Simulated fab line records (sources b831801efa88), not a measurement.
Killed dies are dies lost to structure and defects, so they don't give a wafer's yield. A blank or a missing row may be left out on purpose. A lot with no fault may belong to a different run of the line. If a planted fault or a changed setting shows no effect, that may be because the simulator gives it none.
fab line records | flow sky130
[record] lots = 6 wafers = 18 last_day = 49
route steps=708 shown NWELL@34 DNWELL@35 PWDE@45 PAD_OPEN@708
lots with no fault: from the same line, run without faults
start_h: hours from the record's first day to the start of the lot's first wafer shown | wait_h: hours since the lot's step before | " as in the row above | L1.1+2: one row covering several wafers at once | - either no value or no given start | * or withheld: withheld | < > ~ a bound
route shown NAME@n: a module of which the file shows steps, and the number in the route of the first | usual: the fault-free wafers' mean and standard deviation | same: alike in all rows | chamber/n: place in a boat | sites: the reading at each site | _std_site: the standard deviation of these | _edge_site: the outer-site mean with the inner-site mean subtracted | radius_mm: for every site, how far away it sits from the centre of the wafer | mask NAME#n: copy n | behind: tool/chamber where the wafer was last shaped | hold: the reason the lot was held/the length of the hold in hours/how it ended | device: names the non-switching transistor (n, p or np) | end of line: tests of these same wafers at the route's end | a step given without rows: its recipe and nothing more | killed: count of dies lost to structure and defects at first sort (not the wafer's yield) | map: per-die view of a wafer (x killed, . not killed, _ where there is no die)
set.NAME: the setting as run; set.NAME@STEP: as run at that earlier step | model.NAME: the simulator's own value behind a step, which no gauge read
lots at some steps of the route; a table a step, a row a wafer
services: a tool's chamber out of use, with start hour (start_h, from the record's first day; less than 0 if before it), hours out, and reason
[[steps]]
[step SKY_NWELL_THK_MEAS_02]
[recipe] reads = SiO2_of_NWELL_OXIDATION_01
[usual] NWELL_OXIDATION_THK = 9.99/0.23
// columns lot.wafer tool chamber start_h wait_h NWELL_OXIDATION_THK[nm]
L110.2 film_metro-03 - 37.14 0.0 10.10
L110.3 " - " " 10.16
L110.6 " - " " 10.18
L112.2 film_metro-02 - 45.12 0.0 9.96
L112.4 " - " " 10.06
L112.5 " - " " 10.13
L119.2 film_metro-04 - 82.61 0.0 9.77
L119.4 " - " " 9.66
L119.6 " - " " 9.79
L122.3 film_metro-03 - 99.60 0.0 10.24
L122.5 " - " " 10.18
L122.6 " - " " 10.17
L123.2 film_metro-02 - 104.02 0.0 9.99
L123.4 " - " " 10.02
L123.5 " - " " 10.19
L130.1 film_metro-04 - 145.98 0.0 10.05
L130.2 " - " " 9.91
L130.6 " - " " 9.95
[step SKY_DNWELL_DEHYDRATE_00]
[recipe] temp_c = 200 time_s = 60
[step SKY_DNWELL_HMDS_01]
[recipe] prime_time_s = 60 prime_temp_c = 120
[step SKY_DNWELL_COAT_02]
[recipe] spin_rpm = 2000 resist_thk_nm = 3000
[step SKY_DNWELL_SOFTBAKE_03]
[recipe] temp_c = 110 time_s = withheld
[step SKY_DNWELL_EXPOSE_04]
[recipe] mask_id = DNM na = 0.57 target_cd_nm = 3000 dose_mj = 222
[step SKY_DNWELL_PEB_05]
[recipe] temp_c = 115 time_s = withheld
[step SKY_DNWELL_DEVELOP_06]
[recipe] wall_angle_deg = 90 developer = TMAH develop_time_s = 60 dev_temp_c = 23
[step SKY_DNWELL_IMPLANT_07]
[recipe] species = P energy_kev = withheld dose_cm2 = withheld tilt_deg = withheld
[step SKY_DNWELL_STRIP_08]
[recipe] chemistry = O2/N2 power_w = 1400 pressure_mtorr = 1500 platen_temp_c = withheld o2_flow_sccm = 3000 n2_flow_sccm = 300 overash_fraction = 0.5
[usual] drypump_motor_current_A = 5.2/0.42 n2_flow_sccm = 300.0/0.89 oes_product_au = 0.722/0.0041 strip_time_to_endpoint_s = 36.93/0.11
// columns lot.wafer tool chamber start_h wait_h drypump_motor_current_A n2_flow_sccm oes_product_au rf_hours_counter_h strip_time_to_endpoint_s
L110.2 plasma_asher-03 1 52.67 0.1 5.4 300.9 0.717 23 36.82
L110.3 " 1 " " 5.3 300.4 0.711 - 36.85
L110.6 " 0 " " 5.5 299.4 0.719 - 36.93
L112.2 plasma_asher-01 0 61.53 0.1 4.9 299.8 0.732 40 37.11
L112.4 " 1 " " 5.1 299.6 0.721 - 37.01
L112.5 " 1 " " 5.1 298.6 0.720 - 37.05
L119.2 plasma_asher-04 1 100.59 0.1 4.7 298.8 0.729 43 36.96
L119.4 " 1 " " 4.7 299.5 0.726 - 36.84
L119.6 " 0 " " 5.9 298.2 0.733 - 36.85
L122.3 plasma_asher-01 0 119.07 0.1 4.9 300.0 0.720 - 36.94
L122.5 " 0 " " 4.9 299.2 0.725 - 36.82
L122.6 " 1 " " 5.1 300.4 0.729 - 36.98
L123.2 plasma_asher-01 0 122.13 0.1 4.9 301.8 0.720 45 36.94
L123.4 " 0 " " 4.9 301.4 0.723 - 36.88
L123.5 " 0 " " 4.9 300.5 0.724 - 36.83
L130.1 plasma_asher-04 1 164.53 0.1 4.7 300.3 0.706 5 36.85
L130.2 " 0 " " 5.9 298.5 0.717 5 36.82
L130.6 " 1 " " 4.7 300.2 0.719 - 36.88
[step SKY_DNWELL_TW_MEAS_09]
[usual] DNWELL_TW = 1114/8.6
// columns lot.wafer tool chamber start_h wait_h DNWELL_TW
L110.2 film_metro-02 - 52.78 0.1 1114
L110.3 " - " " 1113
L110.6 " - " " 1112
L112.2 film_metro-03 - 61.64 0.1 1139
L112.4 " - " " 1140
L112.5 " - " " 1135
L119.2 film_metro-02 - 100.70 0.1 1111
L119.4 " - " " 1111
L119.6 " - " " 1115
L122.3 film_metro-02 - 119.16 0.1 1115
L122.5 " - " " 1106
L122.6 " - " " 1107
L123.2 film_metro-03 - 122.24 0.1 1120
L123.4 " - " " 1120
L123.5 " - " " 1111
L130.1 film_metro-03 - 164.63 0.1 1118
L130.2 " - " " 1117
L130.6 " - " " 1119
[step SKY_PWDE_DEHYDRATE_00]
[recipe] temp_c = 200 time_s = 60
[step SKY_PWDE_HMDS_01]
[recipe] prime_time_s = 60 prime_temp_c = 120
[usual] prime_temp_c = 119.98/0.15
// columns lot.wafer tool chamber start_h wait_h prime_temp_c
L110.2 litho_track-01 0 60.55 0.1 119.75
L110.3 " 0 " " 120.00
L110.6 " 0 " " 119.89
L112.2 litho_track-03 0 69.71 0.1 119.96
L112.4 " 0 " " 119.91
L112.5 " 0 " " 120.00
L119.2 litho_track-03 0 109.51 0.1 119.05
L119.4 " 0 " " 119.10
L119.6 " 0 " " 118.91
L122.3 litho_track-03 0 127.79 0.1 118.50
L122.5 " 0 " " 118.72
L122.6 " 0 " " 118.58
L123.2 litho_track-01 0 131.35 0.1 119.99
L123.4 " 0 " " 119.92
L123.5 " 0 " " 119.85
L130.1 litho_track-02 0 174.76 0.1 119.94
L130.2 " 0 " " 120.05
L130.6 " 0 " " 120.03
[step SKY_PWDE_COAT_02]
[recipe] spin_rpm = 2000 resist_thk_nm = 3000
[step SKY_PAD_OPEN_PROBE_99]
[usual] killed_at_M0_to_M3 = 43/7.1 killed_at_M4_up = 3.1/1.7 killed_at_contacts = 23/5.1 killed_at_front_end = 14/4.4 killed_at_other = 0.3/0.47 killed_dies = 84/9.9 killed_open = 45/6.6 killed_short = 38/6.8
[same] gross_dies = 492 killed_at_back_side = 0
// columns lot.wafer tool chamber start_h wait_h killed_at_M0_to_M3 killed_at_M4_up killed_at_contacts killed_at_front_end killed_at_other killed_dies killed_open killed_short
L110.2 prober-02 - 1075.50 0.1 44 4 33 11 1 93 51 42
L110.3 prober-02 - 1075.55 0.2 43 1 20 18 0 82 41 41
L110.6 prober-02 - 1075.70 0.2 44 3 29 9 0 85 46 39
L112.2 prober-02 - 1092.00 0.1 32 1 23 14 0 70 43 27
L112.4 prober-02 - 1092.10 0.2 49 5 26 17 0 97 53 44
L112.5 prober-02 - 1092.15 0.2 38 0 16 18 0 72 44 28
L119.2 prober-02 - 1131.57 0.1 53 1 21 8 0 83 42 41
L119.4 prober-02 - 1131.67 0.2 39 2 28 11 0 80 46 34
L119.6 prober-02 - 1131.77 0.2 40 2 22 9 0 73 39 34
L130.1 prober-01 - 1187.05 0.1 34 5 13 16 1 69 42 27
L130.2 prober-01 - 1187.10 0.1 32 5 13 10 0 60 27 33
L130.6 prober-01 - 1187.30 0.2 32 6 18 12 1 69 41 28
// killed by level:class
L110.2 CONTACT:geometric_particle:open=13 LI_CONTACT:geometric_particle:open=9 VIA1:geometric_particle:open=9 CONTACT:geometric_particle:short=6 VIA2:geometric_particle:open=6 METAL1:geometric_particle:short=5 VIA3:geometric_particle:open=5 VIA2:geometric_particle:short=4
L110.3 VIA1:geometric_particle:open=9 METAL1:geometric_particle:short=8 FIELD_ISO:geometric_particle:open=6 CONTACT:geometric_particle:open=6 POLY_GATE:geometric_particle:short=6 METAL2:geometric_particle:short=5 VIA3:geometric_particle:open=5 LI_CONTACT:geometric_particle:open=4
L110.6 CONTACT:geometric_particle:open=9 LI_CONTACT:geometric_particle:open=8 VIA1:geometric_particle:open=7 VIA2:geometric_particle:open=6 METAL1:geometric_particle:short=6 METAL2:geometric_particle:short=5 FIELD_ISO:geometric_particle:short=4 LI_CONTACT:geometric_particle:short=4
L112.2 VIA1:geometric_particle:open=9 CONTACT:geometric_particle:open=8 VIA3:geometric_particle:open=6 LI_CONTACT:geometric_particle:open=5 LOCAL_INTERCONNECT:geometric_particle:short=5 VIA2:geometric_particle:short=4 POLY_GATE:geometric_particle:open=3 SPACER:geometric_particle:open=3
L112.4 CONTACT:geometric_particle:open=8 VIA2:geometric_particle:open=8 VIA3:geometric_particle:open=8 CONTACT:geometric_particle:short=7 METAL1:geometric_particle:short=7 VIA1:geometric_particle:open=7 LI_CONTACT:geometric_particle:open=6 POLY_GATE:geometric_particle:short=5
L112.5 VIA1:geometric_particle:open=16 POLY_GATE:geometric_particle:open=7 VIA3:geometric_particle:open=6 METAL2:geometric_particle:short=6 CONTACT:geometric_particle:short=5 LOCAL_INTERCONNECT:geometric_particle:short=4 CONTACT:geometric_particle:open=4 SONOS_ONO:geometric_particle:short=3
L119.2 VIA1:geometric_particle:open=15 VIA1:geometric_particle:short=9 CONTACT:geometric_particle:open=8 CONTACT:geometric_particle:short=7 VIA2:geometric_particle:open=7 METAL2:geometric_particle:short=6 VIA3:geometric_particle:open=4 FIELD_ISO:geometric_particle:short=3
L119.4 CONTACT:geometric_particle:open=10 VIA1:geometric_particle:open=9 VIA2:geometric_particle:open=7 LI_CONTACT:geometric_particle:open=6 LOCAL_INTERCONNECT:geometric_particle:short=5 CONTACT:geometric_particle:short=5 FIELD_ISO:geometric_particle:open=4 POLY_GATE:geometric_particle:short=3
L119.6 VIA3:geometric_particle:open=9 CONTACT:geometric_particle:open=8 VIA1:geometric_particle:open=6 METAL1:geometric_particle:short=6 VIA2:geometric_particle:open=6 LOCAL_INTERCONNECT:geometric_particle:short=5 VIA1:geometric_particle:short=5 LI_CONTACT:geometric_particle:open=4
L130.1 VIA1:geometric_particle:open=10 VIA3:geometric_particle:open=6 FIELD_ISO:geometric_particle:open=4 LI_CONTACT:geometric_particle:open=4 METAL4:geometric_particle:short=4 METAL2:geometric_particle:short=4 VIA2:geometric_particle:short=4 FIELD_ISO:geometric_particle:short=3
L130.2 VIA1:geometric_particle:open=6 VIA3:geometric_particle:short=5 VIA1:geometric_particle:short=5 VIA3:geometric_particle:open=4 LOCAL_INTERCONNECT:geometric_particle:short=4 CONTACT:geometric_particle:open=4 METAL4:geometric_particle:short=4 VIA2:geometric_particle:short=4
L130.6 VIA1:geometric_particle:open=12 CONTACT:geometric_particle:open=6 METAL1:geometric_particle:short=6 VIA3:geometric_particle:open=6 LOCAL_INTERCONNECT:geometric_particle:short=5 METAL4:geometric_particle:short=5 FIELD_ISO:geometric_particle:open=4 POLY_GATE:geometric_particle:open=3
[[services]]
// columns tool chamber start_h hours kind
plasma_asher-04 - 40.07 2.8 pm
plasma_asher-01 - 74.16 14.6 pm
plasma_asher-04 - 108.75 9.0 pm
plasma_asher-04 0 108.75 9.0 vent_cycle
plasma_asher-04 1 108.75 9.0 vent_cycle
plasma_asher-04 0 117.75 - clean
plasma_asher-04 1 117.75 - clean
plasma_asher-01 - 166.14 3.9 repair
[[key]]
[first_sign] step = SKY_PWDE_HMDS_01 reading = prime_temp_c direction = down sigmas = 8 usual = * struck = *
effect none on later readings
met_at SKY_PWDE_HMDS_01
struck_wafers L119.2,L119.4,L119.6,L122.3,L122.5,L122.6
tester_left_out L119,L122
onset_between 69.71 109.51
[fault] kind = process_parameter_drift tool = litho_track-03 chamber = - onset_h = 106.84 steps = SKY_PWDE_HMDS_01 channel = prime_temp_c offset = * shape = step end_h = 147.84 acts_in = * stated = *
// tester_left_out: of these lots the tester's yield and bins aren't shown, on N5 and GAA mostly nor the transistor test; their killed dies are dies lost to structure and defects alone, not to doping, threshold or leakage, so they don't give the yield
